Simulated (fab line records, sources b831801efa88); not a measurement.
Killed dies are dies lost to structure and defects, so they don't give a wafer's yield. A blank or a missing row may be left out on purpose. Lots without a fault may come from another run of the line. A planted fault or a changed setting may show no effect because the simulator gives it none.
Which tool did it? | flow sky130 | 7 lots, 20 wafers sampled, at 3 steps of a route of 708

WHAT THE GAUGES READ, wafer by wafer
SKY_PWDE_OVL_MEAS_07.
lot  | measured    | on         | PWDE_OVL (nm)
L530 | day 4 00:08 | overlay-01 | -2.8 -2.8 -0.5
L533 | day 4 20:57 | overlay-01 | 2.2 2.1 1.5
L535 | day 5 07:33 | overlay-01 | 3.8 3.0 4.1
L537 | day 5 19:54 | overlay-01 | 1.7 0.4 2.3
L541 | day 6 18:08 | overlay-01 | - 0.7 0.0
L545 | day 7 15:35 | overlay-02 | 2.6 -
L549 | day 8 15:56 | overlay-02 | 2.5 0.4 1.7

WHICH TOOL RAN EACH LOT (tool, then ch and the chambers of the sampled wafers, then the start)
lot  | SKY_FIELD_ISO_ETCH_14             | SKY_FIELD_ISO_ETCH_15
L530 | rie_diel-02 ch 1,2,3, day 2 10:30 | rie_diel-02 ch 1,2,3, day 2 10:32
L533 | rie_diel-02 ch 1,3, day 3 05:02   | rie_diel-02 ch 1,3, day 3 05:04
L535 | rie_diel-02 ch 0,1,2, day 3 13:39 | rie_diel-02 ch 0,1,2, day 3 13:41
L537 | rie_diel-02 ch 1,2, day 4 02:44   | rie_diel-02 ch 1,2, day 4 02:46
L541 | rie_diel-01 ch 0,1, day 4 19:29   | rie_diel-01 ch 0,1, day 4 19:31
L545 | rie_diel-01 ch 1,2, day 5 19:34   | rie_diel-01 ch 1,2, day 5 19:37
L549 | rie_diel-02 ch 0,1,2, day 6 13:22 | rie_diel-02 ch 0,1,2, day 6 13:25
- SKY_FIELD_ISO_ETCH_14: etches BARC in N2/H2, stops on SiO2, time 45.9 s, target depth 60 nm.
- SKY_FIELD_ISO_ETCH_15: etches the open film in CHF3/O2, stops on Si, target depth 180 nm, time 72 s.

THE ANSWER, worked out from the rows above alone
Rule: what is usual is taken from the lots themselves. Put in order of their means at a reading, lots are off if they are a third of the lots or fewer, leave a main group of 4 or more, and stand apart from it by a gap of 3 or more times the standard deviation of the main group's means; of several such gaps the widest counts. A main group whose means are all the same, to the digits that the tables above print for the reading, isn't used. A lot without any number at a reading at which 4 lots or more have one is off too. The other lots that the step has rows for count as sound.
No lot is off at any reading shown: from this, nothing can be told.

WHAT THE SIMULATOR HAD PUT IN
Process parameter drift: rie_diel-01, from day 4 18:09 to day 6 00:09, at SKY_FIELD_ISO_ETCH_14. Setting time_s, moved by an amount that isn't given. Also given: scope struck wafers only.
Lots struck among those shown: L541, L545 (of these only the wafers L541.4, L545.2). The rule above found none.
